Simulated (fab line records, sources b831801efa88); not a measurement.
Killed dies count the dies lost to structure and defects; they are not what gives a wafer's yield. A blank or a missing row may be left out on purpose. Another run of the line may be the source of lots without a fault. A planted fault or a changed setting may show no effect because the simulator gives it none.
Struck lot and sound lot, side by side :: flow sky130 :: 32 steps out of a route of 708
Sound: wafers L757.2, L757.4, L757.5. Wafers struck: L763.1, L763.5, L763.6. The cause is named last.
Each step with rows lists, per side, the tool, then ch with its chambers, then its first start. Under that, the readings that differ: sound wafers :: struck wafers :: difference of the means :: sigmas: that difference in standard deviations of wafers without a fault.
alike: same words and numbers on both sides, and readings whose means sit less than 2 such deviations apart. not compared: any withheld reading, any reading some wafer has no value for, any bound like >300 that may hide the same value, and any number with overlapping values for which the record gives no deviation.
Wherever a step has rows on one side only, a row that says differs or no value, or a row with sigmas, the two part there. Non-overlapping numbers with no deviation appear without sigmas and do not part them. A reading that every wafer of one side lacks parts them only if that side has two wafers or more.

SKY_PWDE_OVL_MEAS_07:
  sound on overlay-01, day 5 22:08; struck on overlay-01, day 7 12:25
  alike: PWDE_OVL
next, for these wafers, 1 step has no rows: SKY_PWDE_IMPLANT_08.
SKY_PWDE_STRIP_09: strips in O2/N2.
  sound on plasmaAsher-01 ch 1, day 5 22:19; struck on plasmaAsher-01 ch 0,1, day 7 12:36
  alike: drypumpMotorCurrentA, oesProductAu, stripTimeToEndpointS
  not compared: rfHoursCounterH
SKY_PWDE_TW_MEAS_10:
  sound on filmMetro-04, day 5 22:25; struck on filmMetro-04, day 7 12:42
  alike: PWDE_TW
then, 7 steps without rows for these wafers: SKY_NWELL_DEHYDRATE_03 (time 60 s); SKY_NWELL_HMDS_04 (prime time 60 s); SKY_NWELL_COAT_05 (resist thk 3000 nm); SKY_NWELL_SOFTBAKE_06; SKY_NWELL_EXPOSE_07 (exposes mask NWM, target cd 840 nm); SKY_NWELL_PEB_08; SKY_NWELL_DEVELOP_09 (develop time 60 s).
SKY_NWELL_OVL_MEAS_10:
  sound on overlay-02, day 6 16:30; struck on overlay-01, day 8 09:20
  alike: NWELL_00_OVL
SKY_NWELL_IMPLANT_11:
  sound on implanter-02 ch 0, day 6 16:33; struck on implanter-04 ch 0, day 8 09:23
reading: beamEnergyKeV
sound: 400.18 400.19 400.11
struck: 358.48 358.51 358.62
difference: -41.62
sigmas: -99 or more

reading: model.implant.rpNm (nm)
sound: 507.6 507.6 507.6
struck: 453.2 453.2 453.2
difference: -54.4
sigmas: 

reading: model.implant.drpNm (nm)
sound: 116.9 116.9 116.9
struck: 110.1 110.1 110.1
difference: -6.8
sigmas: 
then, 2 steps without rows for these wafers: SKY_NWELL_IMPLANT_12; SKY_NWELL_IMPLANT_13.
SKY_NWELL_STRIP_14: strips in O2/N2.
  sound on plasmaAsher-04 ch 0,1, day 6 16:59; struck on plasmaAsher-02 ch 0,1, day 8 09:50
  alike: drypumpMotorCurrentA, oesProductAu, stripTimeToEndpointS
  not compared: rfHoursCounterH
SKY_NWELL_TW_MEAS_15:
  sound on filmMetro-04, day 6 17:06; struck on filmMetro-04, day 8 09:56
  alike: NWELL_TW
then, 7 steps without rows for these wafers: SKY_NWELL_DEHYDRATE_16 (time 60 s); SKY_NWELL_HMDS_17 (prime time 60 s); SKY_NWELL_COAT_18 (resist thk 3000 nm); SKY_NWELL_SOFTBAKE_19; SKY_NWELL_EXPOSE_20 (exposes mask NWM COMPLEMENT, target cd 840 nm); SKY_NWELL_PEB_21; SKY_NWELL_DEVELOP_22 (develop time 60 s).
SKY_NWELL_OVL_MEAS_23:
  sound on overlay-02, day 7 11:53; struck on overlay-01, day 9 06:29
  alike: NWELL_01_OVL
next, for these wafers, 1 step has no rows: SKY_NWELL_IMPLANT_24.
SKY_NWELL_STRIP_25: strips in O2/N2.
  sound on plasmaAsher-02 ch 0,1, day 7 12:04; struck on plasmaAsher-02 ch 0,1, day 9 06:41
reading: stripTimeToEndpointS (s)
sound: 36.84 36.86 36.69
struck: 37.09 37.14 37.11
difference: +0.32
sigmas: +3
  alike: drypumpMotorCurrentA, oesProductAu
  not compared: rfHoursCounterH
SKY_NWELL_TW_MEAS_26:
  sound on filmMetro-04, day 7 12:10; struck on filmMetro-04, day 9 06:47
  alike: NWELL_2_TW
then, 1 step without rows for these wafers: SKY_NWELL_CLEAN_27 (cleans in SC1/SC2, time 150 s).
SKY_NWELL_RTA_28: time 30 s.
  sound on rtpAnneal-02 ch 0, day 7 12:17; struck on rtpAnneal-02 ch 0, day 9 06:53
  alike: lampPowerPct, rampUpCPerS, wafer_temp_C_max
SKY_NWELL_RS_MEAS_29: measures by four-point-probe.
  sound on filmMetro-02, day 7 12:23; struck on filmMetro-02, day 9 06:59
reading: NWELL_RS (ohm/sq)
sound: 622.9 623.3 624.3
struck: 638.1 640.7 640.1
difference: +16.1
sigmas: +11
-- the record jumps here: 40 days lie between the struck wafers' starts before and after (it left off in module NWELL and takes up again in module PAD_OPEN, whose first step shown is number 708 of the route) --
SKY_PAD_OPEN_PROBE_99:
  sound on prober-01, day 48 02:41; struck on prober-01, day 49 17:25
reading: model.etest.pfet_16v.rOnOhmUm
sound: 1.522e+04 1.538e+04 1.526e+04
struck: 1.574e+04 1.554e+04 1.589e+04
difference: +4.367e+02
sigmas: 

reading: model.etest.nfet_16v.rOnOhmUm
sound: 1.435e+04 1.424e+04 1.425e+04
struck: 1.375e+04 1.381e+04 1.386e+04
difference: -4.733e+02
sigmas: 

reading: model.etest.resNwell.lineOhmUm
sound: 1076 1086 1084
struck: 1376 1355 1389
difference: +291
sigmas: 

reading: model.etest.resNwell.rsOhmSq
sound: 915.2 932.5 926.7
struck: 1138 1142 1160
difference: +222
sigmas: 

reading: model.etest.pfetG5v0d10v5.rOnOhmUm
sound: 4764 4688 4710
struck: 4901 4850 4851
difference: +147
sigmas: 

reading: model.etest.tip_p_5v.rsOhmSq
sound: 2847 2844 2834
struck: 2961 2967 2950
difference: +118
sigmas: 

reading: model.etest.resNwell.widthNm (nm)
sound: 848.4 848.3 850.8
struck: 834.4 835.8 830
difference: -15.8
sigmas: 

reading: model.etest.pfetG5v0d10v5.driveUaUm
sound: 337.9 346.4 344.9
struck: 326 328.3 326.3
difference: -16
sigmas: 
  alike: killed_at_M0_to_M3, killed_at_M4_up, killedAtContacts, killedAtFrontEnd, killedAtOther, killedDies, killedOpen, killedShort

WHERE THEY PART
Earliest at SKY_NWELL_IMPLANT_11; latest, in this record, at SKY_NWELL_RS_MEAS_29. Later steps at which nothing parts them and some readings are alike: SKY_PAD_OPEN_PROBE_99.

WHY: what the simulator had put in
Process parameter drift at SKY_NWELL_IMPLANT_11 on implanter-04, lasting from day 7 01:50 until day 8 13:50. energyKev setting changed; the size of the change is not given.
